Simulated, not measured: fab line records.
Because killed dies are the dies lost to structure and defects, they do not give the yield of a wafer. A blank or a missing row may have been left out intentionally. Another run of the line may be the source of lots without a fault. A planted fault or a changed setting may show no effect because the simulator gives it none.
Which tool did it?    flow sky130    13 lots with 39 wafers sampled at 3 steps, on a route of 708 steps

## WHAT THE GAUGES SHOWED, per wafer
SKY_CONTACT_RS_MEAS_25: measurement is done with a four-point probe. Usual: CONTACT_W_RS typically reads 0.338 ohm/sq, with standard deviation 0.0051.
lot   measured      on             CONTACT_W_RS (ohm/sq)  flag
L201  day 31 13:34  film_metro-04  0.341 0.341 0.343      
L202  day 31 16:14  film_metro-04  0.334 0.335 0.331      
L203  day 32 07:29  film_metro-02  0.330 0.333 0.325      
L204  day 32 08:17  film_metro-04  0.347 0.345 0.342      
L206  day 33 06:46  film_metro-04  0.331 0.332 0.341      
L210  day 35 03:50  film_metro-01  0.337 0.337 0.338      
L209  day 35 04:13  film_metro-04  0.343 0.332 0.337      
L211  day 35 06:29  film_metro-02  0.342 0.332 0.338      
L213  day 35 11:38  film_metro-02  0.340 0.342 0.342      
L214  day 35 20:35  film_metro-02  0.353 0.331 0.331      
L216  day 36 16:16  film_metro-02  0.338 0.343 0.349      
L217  day 36 16:43  film_metro-01  0.357 0.334 0.354      
L221  day 37 14:15  film_metro-02  0.346 0.348 0.345      

## TOOL THAT RAN EACH LOT (tool first, then ch and the chambers of the sampled wafers, then the start)
lot   SKY_CONTACT_SPUTTER_23        SKY_CONTACT_CVD_24
L201  pvd_sputter-02, day 31 13:23  cvd_w-01 ch 0,1, day 31 13:27
L202  pvd_sputter-04, day 31 16:02  cvd_w-02 ch 0,1, day 31 16:06
L203  pvd_sputter-04, day 32 07:17  cvd_w-02 ch 0,1, day 32 07:21
L204  pvd_sputter-02, day 32 08:07  cvd_w-01 ch 0,1, day 32 08:10
L206  pvd_sputter-01, day 33 06:35  cvd_w-02 ch 0,1, day 33 06:38
L210  pvd_sputter-04, day 35 03:38  cvd_w-01 ch 0,1, day 35 03:42
L209  pvd_sputter-01, day 35 04:02  cvd_w-02 ch 0,1, day 35 04:06
L211  pvd_sputter-02, day 35 06:19  cvd_w-02 ch 0,1, day 35 06:23
L213  pvd_sputter-01, day 35 11:26  cvd_w-02 ch 1, day 35 11:30
L214  pvd_sputter-04, day 35 20:25  cvd_w-02 ch 0,1, day 35 20:29
L216  pvd_sputter-01, day 36 16:05  cvd_w-01 ch 0,1, day 36 16:09
L217  pvd_sputter-02, day 36 16:31  cvd_w-02 ch 0,1, day 36 16:37
L221  pvd_sputter-02, day 37 14:04  cvd_w-01 ch 0,1, day 37 14:07
- SKY_CONTACT_SPUTTER_23: material TiN, target thk 20 nm, time 80 s.
- SKY_CONTACT_CVD_24: deposits W, target thk 340 nm, time 102.12 s.

## WHAT THE TOOLS THEMSELVES READ (means of the sampled wafers that have a number; where no wafer has one, the mark that the record gives instead)
SKY_CONTACT_SPUTTER_23. Usual: throttle_valve_pct reads 30.0 % (standard deviation 1.1).
lot   tool            throttle_valve_pct (%)  flag
L201  pvd_sputter-02  29.7                    
L202  pvd_sputter-04  29.3                    
L203  pvd_sputter-04  28.5                    
L204  pvd_sputter-02  29.6                    
L206  pvd_sputter-01  30.7                    
L210  pvd_sputter-04  29.5                    
L209  pvd_sputter-01  31.0                    
L211  pvd_sputter-02  29.8                    
L213  pvd_sputter-01  30.3                    
L214  pvd_sputter-04  29.4                    
L216  pvd_sputter-01  30.7                    
L217  pvd_sputter-02  29.9                    
L221  pvd_sputter-02  29.6                    

SKY_CONTACT_CVD_24. Usual: chamber_pressure_Torr 40.01 Torr, standard deviation 0.087; heater_power_w 876 W, standard deviation 60.
lot   tool      chamber_pressure_Torr (Torr)  heater_power_w (W)  flag
L201  cvd_w-01  39.84                         874                 
L202  cvd_w-02  40.05                         822                 
L203  cvd_w-02  40.02                         838                 
L204  cvd_w-01  40.06                         890                 
L206  cvd_w-02  40.01                         874                 
L210  cvd_w-01  40.08                         887                 
L209  cvd_w-02  39.98                         883                 
L211  cvd_w-02  40.07                         866                 
L213  cvd_w-02  39.97                         794                 
L214  cvd_w-02  38.43                         843                 OFF
L216  cvd_w-01  39.93                         900                 
L217  cvd_w-02  36.83                         888                 OFF
L221  cvd_w-01  40.02                         898                 

## THE ANSWER, worked out from the rows above alone
Rule: a lot is off if the mean of its wafers that have a number lies more than 3 standard deviations from the usual mean. Also off: a lot with no number at a reading for which 4 or more lots have one. All remaining lots with rows at the step are treated as sound. The gauges are gone through in route order, then the tools' own readings, and for those a lot's mean is taken as printed above. The first step at which some lot is off is used, and at that step the reading that is off furthest; a lot without a number counts as furthest.
Off: L214, L217 (SKY_CONTACT_CVD_24, chamber_pressure_Torr).
A tool fits if, at that step or a process step before it, it ran every lot that is off, and no sound lot after the first of them. One fits: SKY_CONTACT_CVD_24 on cvd_w-02. A fault onset in the window from L213 (day 35 11:30, its last sound lot) to L214 (day 35 20:29, its first lot off) fits.
On the lots that are off, the tool's own readings at SKY_CONTACT_CVD_24 differ by more than 5 times the standard deviation of the sound lots' means, which bears it out; chamber_pressure_Torr reads 37.63 Torr there versus 40.00 Torr on the sound lots.

## WHAT THE SIMULATOR HAD INSERTED
cvd_w-02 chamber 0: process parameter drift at SKY_CONTACT_CVD_24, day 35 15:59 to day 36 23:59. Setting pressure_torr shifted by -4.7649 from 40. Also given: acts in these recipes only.
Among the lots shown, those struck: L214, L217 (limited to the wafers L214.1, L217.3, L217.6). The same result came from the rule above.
